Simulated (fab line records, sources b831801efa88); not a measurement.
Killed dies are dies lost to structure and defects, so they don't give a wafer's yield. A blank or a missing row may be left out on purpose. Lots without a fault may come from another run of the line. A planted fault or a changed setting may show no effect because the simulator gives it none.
A struck lot beside a sound one | flow sky130 | 43 steps out of a route of 708
Sound: wafers L368.1, L368.3, L368.6. Struck: wafers L380.1, L380.4, L380.6. The cause comes at the end.
At each step with rows: each side's tool, then ch and its chambers, then its first start. Under that, the readings that differ: sound wafers | struck wafers | difference of the means | sigmas: that difference in standard deviations of wafers without a fault.
alike: readings whose means differ by less than 2 such deviations, and words and numbers that are the same on both sides. not compared: withheld readings, readings that some wafer has no value for, bounds like >300 that may hide the same value, and numbers for which the record gives no deviation and whose values overlap.
The two part at a step that has a row with sigmas, a row that says differs or no value, or rows on one side only. Numbers that don't overlap but have no deviation are shown without sigmas and don't part them. A reading that every wafer of one side lacks parts them only if that side has two wafers or more.

first, 1 step without rows for these wafers: SKY_METAL5_SPUTTER_04 (material TiN, target thk 70 nm, time 58.3 s).
SKY_METAL5_RS_MEAS_05: measures by four-point-probe.
  sound on film_metro-02, day 43 07:26; struck on film_metro-02, day 47 17:06
  alike: METAL5_ALCU_RS
SKY_METAL5_THK_MEAS_06: measures by xrf.
  sound on film_metro-02, day 43 07:34; struck on film_metro-02, day 47 17:13
  alike: METAL5_ALCU_THK
then, 7 steps without rows for these wafers: SKY_METAL5_DEHYDRATE_07 (time 60 s); SKY_METAL5_HMDS_08 (prime time 60 s); SKY_METAL5_COAT_09 (resist thk 1800 nm); SKY_METAL5_SOFTBAKE_10 (time 60 s); SKY_METAL5_EXPOSE_11 (exposes mask MM5, target cd 1600 nm); SKY_METAL5_PEB_12; SKY_METAL5_DEVELOP_13 (develop time 60 s).
SKY_METAL5_DESCUM_14: chemistry O2, time 11 s.
  sound on rie_metal-04 ch 0,1, day 44 05:06; struck on rie_metal-04 ch 0,1, day 48 11:19
  alike: drypump_motor_current_A, oes_product_au
  not compared: rf_hours_counter_h
SKY_METAL5_METAL_ETCH_15: etches the open film in Cl2/BCl3, stops on SiO2, target depth 1260 nm, time 252 s.
  sound on rie_metal-04 ch 0,1, day 44 05:08; struck on rie_metal-04 ch 0,1, day 48 11:21
  reading                | sound                | struck               | difference | sigmas
  throttle_valve_pct (%) | 22.281 22.268 22.270 | 22.246 22.256 22.251 | -0.022     | -2
  alike: bias_w, drypump_motor_current_A, oes_product_au
  not compared: rf_hours_counter_h
SKY_METAL5_STRIP_16: strips in O2/N2.
  sound on plasma_asher-04 ch 0,1, day 44 05:22; struck on plasma_asher-02 ch 0,1, day 48 11:35
  alike: drypump_motor_current_A, oes_product_au, strip_time_to_endpoint_s
  not compared: rf_hours_counter_h
then, 3 steps without rows for these wafers: SKY_METAL5_STRIP_17 (strips in post etch residue remover, time 1200 s); SKY_METAL5_CLEAN_18 (cleans in IPA, time 180 s); SKY_METAL5_CLEAN_19 (cleans in O3/DIW).
SKY_PASSIVATION_CVD_00: deposits SiO2, target thk 90 nm.
  sound on pecvd-02 ch 1,2, day 44 05:58; struck on pecvd-04 ch 0,1, day 48 12:12
  alike: heater_power_w
SKY_PASSIVATION_THK_MEAS_01:
  sound on film_metro-04, day 44 05:59; struck on film_metro-04, day 48 12:14
  alike: PASSIVATION_CVD_00_THK
SKY_PASSIVATION_CVD_02: deposits Si3N4, target thk 540 nm.
  sound on pecvd-04 ch 0,1,2, day 44 06:03; struck on pecvd-02 ch 0,1, day 48 12:17
  alike: heater_power_w
SKY_PASSIVATION_THK_MEAS_03:
  sound on film_metro-03, day 44 06:17; struck on film_metro-01, day 48 12:31
  alike: PASSIVATION_CVD_02_THK
then, 8 steps without rows for these wafers: SKY_PASSIVATION_DEHYDRATE_04 (time 60 s); SKY_PASSIVATION_HMDS_05 (prime time 60 s); SKY_PASSIVATION_COAT_06 (resist thk 3000 nm); SKY_PASSIVATION_SOFTBAKE_07; SKY_PASSIVATION_EXPOSE_08 (exposes mask NSM, target cd 3000 nm); SKY_PASSIVATION_PEB_09; SKY_PASSIVATION_DEVELOP_10 (develop time 60 s); SKY_PASSIVATION_ETCH_11 (etches the open film in CF4/O2, stops on AlCu, target depth 725 nm, time 161.1 s).
SKY_PASSIVATION_STRIP_12: strips in O2/N2.
  sound on plasma_asher-03 ch 1, day 45 04:04; struck on plasma_asher-01 ch 1, day 49 06:19
  alike: drypump_motor_current_A, oes_product_au, strip_time_to_endpoint_s
  not compared: rf_hours_counter_h
then, 13 steps without rows for these wafers: SKY_PAD_OPEN_DEHYDRATE_00 (time 60 s); SKY_PAD_OPEN_HMDS_01 (prime time 60 s); SKY_PAD_OPEN_COAT_02 (resist thk 3000 nm); SKY_PAD_OPEN_SOFTBAKE_03; SKY_PAD_OPEN_EXPOSE_04 (exposes mask PDM, target cd 60000 nm); SKY_PAD_OPEN_PEB_05; SKY_PAD_OPEN_DEVELOP_06 (develop time 60 s); SKY_PAD_OPEN_ETCH_07 (etches the open film in CF4/O2, stops on AlCu, target depth 725 nm, time 161.1 s); SKY_PAD_OPEN_STRIP_08 (strips in O2/N2); SKY_PAD_OPEN_STRIP_09 (strips in post etch residue remover, time 1200 s); SKY_PAD_OPEN_CLEAN_10 (cleans in IPA, time 180 s); SKY_PAD_OPEN_CLEAN_11 (cleans in O3/DIW); SKY_PAD_OPEN_ANNEAL_12.
SKY_PAD_OPEN_PROBE_99:
  sound on prober-01, day 46 03:03; struck on prober-01, day 50 01:23
  reading                               | sound              | struck            | difference | sigmas
  defect_limited_yield (%)              | 81.1 85.8 78.7     | 72.4 71.1 72.8    | -9.8       | -5
  killed_at_M4_up                       | 5 2 1              | 43 54 55          | +48        | +25
  killed_dies                           | 93 70 105          | 136 142 134       | +48        | +5
  sort_bin_3_pad_short (%)              | 0.8 1.0 0.4        | 4.3 2.8 3.5       | +2.8       | +7
  sort_bin_5_function (%)               | 11.4 8.3 11.8      | 16.5 18.1 16.7    | +6.6       | +4
  sort_n_pass                           | 399 422 387        | 356 350 358       | -48        | -5
  sort_yield_pct (%)                    | 81.1 85.8 78.7     | 72.4 71.1 72.8    | -9.8       | -5
  model.etest.tester.sort_n_pass        | 399 422 387        | 356 350 358       | -48        |
  model.etest.tester.sort_yield_pct (%) | 81.1 85.77 78.66   | 72.36 71.14 72.76 | -9.76      |
  model.etest.tester.sort_bin_5_pct (%) | 11.38 8.333 11.79  | 16.46 18.09 16.67 | +6.57      |
  model.etest.tester.sort_bin_3_pct (%) | 0.813 1.016 0.4065 | 4.268 2.846 3.455 | +2.778     |
  alike: killed_at_M0_to_M3, killed_at_contacts, killed_at_front_end, killed_at_other, killed_open, killed_short, sort_bin_6_memory

WHERE THEY PART
First at SKY_METAL5_METAL_ETCH_15; last, within this record, at SKY_PAD_OPEN_PROBE_99.

WHY: what the simulator had put in
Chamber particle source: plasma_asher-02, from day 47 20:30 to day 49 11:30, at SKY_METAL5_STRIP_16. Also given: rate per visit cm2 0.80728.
